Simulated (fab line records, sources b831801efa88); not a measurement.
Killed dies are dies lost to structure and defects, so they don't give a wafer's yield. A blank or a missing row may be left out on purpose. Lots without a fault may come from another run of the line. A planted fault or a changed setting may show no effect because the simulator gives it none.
Which tool did it? | flow gf180mcu | 6 lots, 18 wafers sampled, at 2 steps of a route of 602

WHAT THE GAUGES READ, wafer by wafer
GF_VT_IMPLANT_OVL_MEAS_40.
lot  | measured     | on         | VT_IMPLANT_03_OVL (nm)
L127 | day 8 19:22  | overlay-02 | 0.6 2.5 4.4
L129 | day 9 20:59  | overlay-01 | -1.8 -1.9 -0.9
L132 | day 10 23:46 | overlay-01 | -2.4 -1.6 -2.4
L134 | day 11 07:36 | overlay-01 | - - -
L139 | day 12 12:00 | overlay-01 | 1.9 1.9 2.0
L144 | day 13 17:09 | overlay-01 | 2.3 0.7 0.1

WHICH TOOL RAN EACH LOT (tool, then ch and the chambers of the sampled wafers, then the start)
lot  | GF_VT_IMPLANT_COAT_35
L127 | litho_track-01 ch 0, day 8 10:57
L129 | litho_track-01 ch 0, day 9 12:01
L132 | litho_track-02 ch 0, day 10 14:24
L134 | litho_track-02, day 10 22:09
L139 | litho_track-03 ch 0, day 12 02:02
L144 | litho_track-02 ch 0, day 13 07:03
- GF_VT_IMPLANT_COAT_35: resist thk 1000 nm.

THE ANSWER, worked out from the rows above alone
Rule: what is usual is taken from the lots themselves. Put in order of their means at a reading, lots are off if they are a third of the lots or fewer, leave a main group of 4 or more, and stand apart from it by a gap of 3 or more times the standard deviation of the main group's means; of several such gaps the widest counts. A main group whose means are all the same, to the digits that the tables above print for the reading, isn't used. A lot without any number at a reading at which 4 lots or more have one is off too. The other lots that the step has rows for count as sound.
Off: L134, at GF_VT_IMPLANT_OVL_MEAS_40 (VT_IMPLANT_03_OVL). Without a number there: L134. The main group: mean 0.4 nm, standard deviation 1.9.
A tool fits if, at a process step before that reading, it ran every lot that is off, and no sound lot after the first of them. The gauges at GF_VT_IMPLANT_OVL_MEAS_40 are tried like those tools. None of those tried fits.

WHAT THE SIMULATOR HAD PUT IN
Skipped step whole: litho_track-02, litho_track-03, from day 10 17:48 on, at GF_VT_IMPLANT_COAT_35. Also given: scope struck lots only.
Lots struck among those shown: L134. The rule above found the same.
